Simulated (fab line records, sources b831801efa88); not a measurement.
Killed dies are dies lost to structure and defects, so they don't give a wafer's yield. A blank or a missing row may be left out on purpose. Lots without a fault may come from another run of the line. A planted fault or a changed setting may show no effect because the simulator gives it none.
Chamber matching | flow sky130 | SKY_FIELD_ISO_ETCH_14 on rie_diel-03: 4 sister chambers
The step etches BARC in N2/H2, stops on SiO2, time 45.9 s, target depth 60 nm. 18 wafers are shown with their chamber, then 9 later ones without.

WAFERS WITH THEIR CHAMBER
wafer  | chamber | drypump_motor_current_A (A) | oes_product_au (a.u.) | throttle_valve_pct (%)
L075.2 | 3       | 6.4                         | 0.863                 | 13.211
L075.3 | 2       | 6.4                         | 0.855                 | 13.222
L075.5 | 2       | 6.4                         | 0.853                 | 13.235
L079.1 | 0       | 5.5                         | 0.852                 | 13.219
L079.2 | 2       | 6.4                         | 0.847                 | 13.220
L079.4 | 0       | 5.5                         | 0.861                 | 13.224
L081.3 | 1       | 5.9                         | 0.859                 | 13.235
L081.5 | 1       | 5.9                         | 0.855                 | 13.202
L081.6 | 2       | 6.4                         | 0.856                 | 13.217
L082.4 | 0       | 5.5                         | 0.853                 | 13.222
L082.5 | 2       | 6.4                         | 0.850                 | 13.227
L082.6 | 3       | 6.5                         | 0.856                 | 13.204
L084.2 | 3       | 6.5                         | 0.854                 | 13.242
L084.3 | 1       | 5.9                         | 0.852                 | 13.221
L084.6 | 3       | 6.4                         | 0.846                 | 13.226
L085.2 | 1       | 5.9                         | 0.850                 | 13.241
L085.3 | 2       | 6.4                         | 0.854                 | 13.230
L085.5 | 3       | 6.5                         | 0.849                 | 13.227

SIGNATURES (means of the wafers above)
reading                 | chamber 0 | chamber 1 | chamber 2 | chamber 3 | scatter within a chamber
drypump_motor_current_A | 5.500     | 5.900     | 6.400     | 6.460     | 0.0293
oes_product_au          | 0.85533   | 0.85400   | 0.85250   | 0.85360   | 0.00482
throttle_valve_pct      | 13.22167  | 13.22475  | 13.22517  | 13.22200  | 0.012
Rule: a wafer's distance from a chamber is the root of the sum, over the readings, of the square of ((its reading less the chamber's mean) divided by the reading's scatter). The wafer belongs to the nearest chamber; if the next one is less than 2 further off, it can't be placed. The scatter: the root of (the sum of the squares of (reading less its chamber's mean) over the shown wafers, divided by (wafers less chambers)).

WAFERS WITHOUT THEIR CHAMBER
wafer  | drypump_motor_current_A (A) | oes_product_au (a.u.) | throttle_valve_pct (%)
L087.3 | 5.9                         | 0.849                 | 13.220
L087.4 | 6.4                         | 0.855                 | 13.230
L087.6 | 5.9                         | 0.851                 | 13.231
L095.2 | 6.4                         | 0.858                 | 13.229
L095.3 | 6.4                         | 0.859                 | 13.213
L095.4 | 5.6                         | 0.853                 | 13.229
L097.1 | 6.5                         | 0.853                 | 13.237
L097.2 | 6.4                         | 0.858                 | 13.235
L097.6 | 6.5                         | 0.856                 | 13.224

WHICH CHAMBER EACH WENT THROUGH
wafer  | from the rows above     | in truth
L087.3 | 1                       | 1
L087.4 | can't be placed: 2 or 3 | 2
L087.6 | 1                       | 1
L095.2 | can't be placed: 2 or 3 | 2
L095.3 | can't be placed: 2 or 3 | 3
L095.4 | 0                       | 0
L097.1 | can't be placed: 3 or 2 | 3
L097.2 | can't be placed: 2 or 3 | 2
L097.6 | 3                       | 3
Placed correctly: 4 of 9. Can't be placed from these rows: 5 (the true chamber is among the candidates in 5). Placed wrongly: 0.
